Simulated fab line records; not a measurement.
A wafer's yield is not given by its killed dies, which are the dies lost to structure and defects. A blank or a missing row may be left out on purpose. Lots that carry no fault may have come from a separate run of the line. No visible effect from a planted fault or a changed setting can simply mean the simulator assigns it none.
Comparing a struck lot with a sound one | flow gf180mcu | 17 steps out of a route of 602
Sound: wafers L305.2, L305.3, L305.6. Struck: wafer L318.2 (left out: L318.3, a lot-mate that was not struck); the cause follows at the end.
Order at every step that has rows: each side's tool, ch and its chambers, its first start. Under that, the readings that differ: sound wafers | struck wafers | difference of the means | sigmas: that difference in standard deviations of wafers without a fault.
alike: words and numbers the same on both sides, and readings whose means are apart by under 2 such deviations; not compared: readings that were withheld, readings missing a value for some wafer, numbers with overlapping values and no deviation given by the record, and bounds like >300 which may hide the same value.
The two part at a step that has a row with sigmas, a row that says differs or no value, or rows on one side only. Non-overlapping numbers with no deviation appear without sigmas and do not part them. A reading missing from all wafers of one side parts the sides only when that side holds two or more wafers.

first, 4 steps without rows for these wafers: GF_SAB_SOFTBAKE_05 (time 60 s); GF_SAB_EXPOSE_06 (exposes mask SAB, target cd 420 nm); GF_SAB_PEB_07; GF_SAB_DEVELOP_08 (develop time 60 s).
GF_SAB_CD_MEAS_09 targets a cd of 420 nm.
  struck on cd-sem-02, day 22 00:33; sound on cd-sem-02, day 17 10:43
  alike: cd-nm
GF_SAB_OVL_MEAS_10:
  struck on overlay-01, day 22 00:39; sound on overlay-02, day 17 10:49
  alike: SAB_OVL
GF_SAB_ETCH_11: etches SiO2 in C4F8/O2/Ar, target depth 55 nm, time 8.5 s.
  sound on rie-diel-02 ch 0,1, day 17 10:50; struck on rie-diel-01 ch 3, day 22 00:41
  alike: bias-w, chamber-pressure-mTorr, oes-product-au
  not compared: rf-hours-counter-h
then, 1 step without rows for these wafers: GF_SAB_WET_ETCH_12 (etches SiO2 in dHF, target depth 22 nm, time 440 s).
GF_SAB_STRIP_13: strips in O2/N2.
  sound on plasma-asher-01 ch 0, day 17 11:00; struck on plasma-asher-02 ch 1, day 22 00:50
  reading                     | sound       | struck | difference | sigmas
  drypump-motor-current-A (A) | 4.9 4.9 4.9 | 6.6    | +1.7       | +3
  heater-power-w (W)          | 280 287 286 | 411    | +127       | +2
  alike: chamber-pressure-mTorr, oes-product-au, strip-time-to-endpoint-s
  not compared: rf-hours-counter-h
then, 2 steps without rows for these wafers: GF_SALICIDE_CLEAN_00 (cleans in SC1/SC2, time 150 s); GF_SALICIDE_WET_ETCH_01 (etches SiO2 in dHF, target depth 5 nm, time 100 s).
GF_SALICIDE_SPUTTER_02: material Co, target thk 10 nm, time 20 s.
  struck on pvd-sputter-01, day 22 01:01; sound on pvd-sputter-03, day 17 11:11
  alike: throttle-valve-pct
GF_SALICIDE_SPUTTER_03: material TiN, target thk 20 nm, time 16.7 s.
  struck on pvd-sputter-01, day 22 01:03; sound on pvd-sputter-03, day 17 11:13
  reading                                      | sound            | struck | difference | sigmas
  model.TiN_of_SALICIDE_SPUTTER_03.thk-nm (nm) | 19.88 20.3 20.09 | 26.19  | +6.10      |
  alike: throttle-valve-pct
GF_SALICIDE_RS_MEAS_04: the measuring method here is four-point-probe.
  struck on film-metro-02, day 22 01:06; sound on film-metro-04, day 17 11:16
  reading                  | sound             | struck | difference | sigmas
  SALICIDE_TIN_RS (ohm/sq) | 16.27 16.01 15.97 | 15.04  | -1.04      | -4
GF_SALICIDE_THK_MEAS_05: measures by xrf.
  struck on film-metro-02, day 22 01:13; sound on film-metro-04, day 17 11:23
  reading               | sound             | struck | difference | sigmas
  SALICIDE_TIN_THK (nm) | 19.77 20.21 19.93 | 25.90  | +5.93      | +27
GF_SALICIDE_RTA_06: time 30 s.
  sound on rtp-anneal-01 ch 0, day 17 11:26; struck on rtp-anneal-01 ch 0, day 22 01:16
  alike: lamp-power-pct, wafer_temp_C_max
GF_PASSIVATION_PROBE_99:
  sound wafers here have rows in the record (prober-01, day 31 03:01); struck ones have none

== WHERE THEY PART ==
At GF_SAB_STRIP_13 first; at GF_PASSIVATION_PROBE_99 last (within this record only).

WHY: the cause the simulator had injected
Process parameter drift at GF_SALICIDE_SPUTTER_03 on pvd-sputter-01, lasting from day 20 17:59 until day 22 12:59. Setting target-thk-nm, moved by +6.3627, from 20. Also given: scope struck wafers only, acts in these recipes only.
